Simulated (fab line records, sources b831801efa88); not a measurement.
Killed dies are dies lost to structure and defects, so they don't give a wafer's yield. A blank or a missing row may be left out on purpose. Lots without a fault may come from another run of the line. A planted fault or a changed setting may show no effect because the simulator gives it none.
Which tool did it? | flow sky130 | 14 lots, 42 wafers sampled, at 2 steps of a route of 708

WHAT THE GAUGES READ, wafer by wafer
SKY_GATE_OXIDE_OVL_MEAS_10.
lot  | measured     | on         | GATE_OXIDE_OVL (nm)
L542 | day 13 21:20 | overlay-01 | 1.2 -1.9 0.5
L543 | day 14 02:45 | overlay-02 | 2.0 2.9 2.2
L545 | day 15 09:56 | overlay-01 | -1.0 0.9 -1.0
L547 | day 15 09:40 | overlay-02 | 1.9 2.1 2.2
L549 | day 16 05:59 | overlay-02 | 2.2 2.9 4.4
L550 | day 16 12:16 | overlay-01 | 0.6 2.1 0.8
L551 | day 16 18:26 | overlay-02 | 1.2 0.3 -0.4
L552 | day 17 06:29 | overlay-02 | -0.7 1.4 0.6
L556 | day 18 15:25 | overlay-01 | 0.6 -0.6 -0.1
L559 | day 19 23:59 | overlay-01 | 2.9 2.5 1.5
L560 | day 20 03:11 | overlay-02 | -0.7 0.4 2.1
L563 | day 20 20:44 | overlay-01 | 1.3 1.4 -1.3
L564 | day 21 07:23 | overlay-01 | 1.0 1.1 1.6
L565 | day 21 18:05 | overlay-02 | 1.6 0.7 0.1

WHICH TOOL RAN EACH LOT (tool, then ch and the chambers of the sampled wafers, then the start)
lot  | SKY_VT_ADJUST_HVTP_STRIP_10
L542 | plasma_asher-02 ch 0,1, day 6 05:41
L543 | plasma_asher-04 ch 0,1, day 6 07:51
L545 | plasma_asher-04 ch 0,1, day 6 23:20
L547 | plasma_asher-03 ch 0,1, day 7 06:47
L549 | plasma_asher-04 ch 0,1, day 8 00:09
L550 | plasma_asher-03 ch 0,1, day 8 06:12
L551 | plasma_asher-03 ch 0,1, day 8 08:43
L552 | plasma_asher-02 ch 0,1, day 8 17:21
L556 | plasma_asher-03 ch 0,1, day 9 15:47
L559 | plasma_asher-03 ch 0,1, day 10 16:17
L560 | plasma_asher-04 ch 0,1, day 10 19:34
L563 | plasma_asher-04 ch 0,1, day 11 10:49
L564 | plasma_asher-02 ch 0,1, day 11 18:35
L565 | plasma_asher-03 ch 0,1, day 12 02:31
- SKY_VT_ADJUST_HVTP_STRIP_10: strips in O2/N2.

WHAT THE TOOLS THEMSELVES READ (means of the sampled wafers that have a number; where no wafer has one, the mark that the record gives instead)
SKY_VT_ADJUST_HVTP_STRIP_10.
lot  | tool            | drypump_motor_current_A (A) | oes_product_au (a.u.) | strip_time_to_endpoint_s (s)
L542 | plasma_asher-02 | 4.9                         | 0.721                 | 14.23
L543 | plasma_asher-04 | 5.4                         | 0.716                 | 14.20
L545 | plasma_asher-04 | 5.3                         | 0.716                 | 14.13
L547 | plasma_asher-03 | 5.3                         | 0.715                 | 14.20
L549 | plasma_asher-04 | 5.4                         | 0.718                 | 14.18
L550 | plasma_asher-03 | 5.7                         | 0.717                 | 14.15
L551 | plasma_asher-03 | 5.4                         | 0.717                 | 14.16
L552 | plasma_asher-02 | 4.8                         | 0.716                 | 14.21
L556 | plasma_asher-03 | 5.7                         | 0.714                 | 14.12
L559 | plasma_asher-03 | 5.7                         | 0.717                 | 14.13
L560 | plasma_asher-04 | 5.4                         | 0.716                 | 14.14
L563 | plasma_asher-04 | 5.4                         | 0.719                 | 14.16
L564 | plasma_asher-02 | 4.8                         | 0.717                 | 14.18
L565 | plasma_asher-03 | 5.4                         | 0.715                 | 14.21

THE ANSWER, worked out from the rows above alone
Rule: what is usual is taken from the lots themselves. Put in order of their means at a reading, lots are off if they are a third of the lots or fewer, leave a main group of 4 or more, and stand apart from it by a gap of 3 or more times the standard deviation of the main group's means; of several such gaps the widest counts. A main group whose means are all the same, to the digits that the tables above print for the reading, isn't used. A lot without any number at a reading at which 4 lots or more have one is off too. The other lots that the step has rows for count as sound. The gauges are gone through in route order, then the tools' own readings, and for those a lot's mean is taken as printed above. The first step at which some lot is off is used, and at that step the reading that is off furthest; a lot without a number counts as furthest.
No lot is off at any reading shown: from this, nothing can be told.

WHAT THE SIMULATOR HAD PUT IN
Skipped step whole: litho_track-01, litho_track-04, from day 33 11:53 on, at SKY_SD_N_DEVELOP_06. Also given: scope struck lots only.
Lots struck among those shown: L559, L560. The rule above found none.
